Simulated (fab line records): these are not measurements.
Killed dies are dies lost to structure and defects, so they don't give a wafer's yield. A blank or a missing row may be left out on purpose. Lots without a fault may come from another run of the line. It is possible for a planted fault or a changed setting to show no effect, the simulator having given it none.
One fault through the eyes of 2 desks / flow gf180mcu / every desk sees just its own numbers, and what lay behind them comes last

METROLOGY DESK
Lot by lot, what the gauges showed, no matter which tool ran the lot: averages of those sampled wafers that carry a number. If a lot's mean is further than 4 standard deviations from the usual mean, the lot is out of limits and carries the mark OUT (the distance appears in the brackets).
Columns: A = V1_W_THK at GF_V1_THK_MEAS_25, usual 361 nm; B = cd_nm at GF_V3_CD_MEAS_14, usual 260.1 nm
lot=L830; first seen here=day 18 06:46; A=358; B=258.2
lot=L831; first seen here=day 18 10:13; A=367; B=259.8
lot=L832; first seen here=day 18 21:37; A=362; B=259.8
lot=L833; first seen here=day 19 06:36; A=365; B=259.2
lot=L834; first seen here=day 19 16:18; A=359; B=258.6
lot=L836; first seen here=day 20 14:47; A=361; B=260.2
lot=L842; first seen here=day 22 21:42; A=361; B=260.3
lot=L843; first seen here=day 23 11:30; A=354; B=260.8
lot=L845; first seen here=day 24 01:22; A=361; B=259.2
lot=L847; first seen here=day 24 18:27; A=366; B=260.3
lot=L848; first seen here=day 24 23:47; A=357; B=262.3
lot=L850; first seen here=day 25 07:22; A=368; B=260.2
lot=L849; first seen here=day 25 12:47; A=359; B=260.6
lot=L851; first seen here=day 25 18:29; A=367; B=260.6
This desk's verdict: no lot among the 14 shows anything out of limits.

AT THE TOOL OWNER'S DESK: implanter-03
The tool's own readings at GF_LVPWELL_IMPLANT_09, given as means over the sampled wafers that have a number, one for each lot that went through this tool. If a lot's mean is further than 4 standard deviations from the usual mean, the lot is out of limits and carries the mark OUT (the distance appears in the brackets).
Columns: A = dose_ions_cm2 at GF_LVPWELL_IMPLANT_09, usual 4.999e+12; B = faraday_current_uA at GF_LVPWELL_IMPLANT_09, usual 28.1
lot=L830; first seen here=day 3 22:02; A=4.998e+12; B=28.5
lot=L832; first seen here=day 4 10:32; A=5.003e+12; B=28.5
lot=L833; first seen here=day 4 13:49; A=5.212e+12 (+43) OUT; B=29.9
lot=L836; first seen here=day 5 05:20; A=5.212e+12 (+43) OUT; B=29.1
lot=L848; first seen here=day 8 02:38; A=5.004e+12; B=27.6
lot=L850; first seen here=day 8 12:47; A=5.002e+12; B=28.2
This desk's finding: out of limits on L833, L836; first on L833, day 4 13:49 (dose_ions_cm2 at GF_LVPWELL_IMPLANT_09). In limits: L830, L832, L848, L850.

BROUGHT TOGETHER
At day 4 13:49, on L833, L836, the tool owner's desk was in a position to raise an alarm.
At the metrology desk, nothing out of limits was observed.
The metrology desk holds a record of L833, L836, inside its limits.
The lots listed all ran GF_LVPWELL_IMPLANT_09 on implanter-03.

WHAT THE SIMULATOR HAD PUT IN
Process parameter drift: implanter-03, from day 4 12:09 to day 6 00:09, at GF_LVPWELL_IMPLANT_09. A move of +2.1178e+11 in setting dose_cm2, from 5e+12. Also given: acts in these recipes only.
Struck lots among those shown: L833, L836.
How many hours passed from the start of the fault until each desk's first out-of-limits reading: the tool owner's desk, 2.
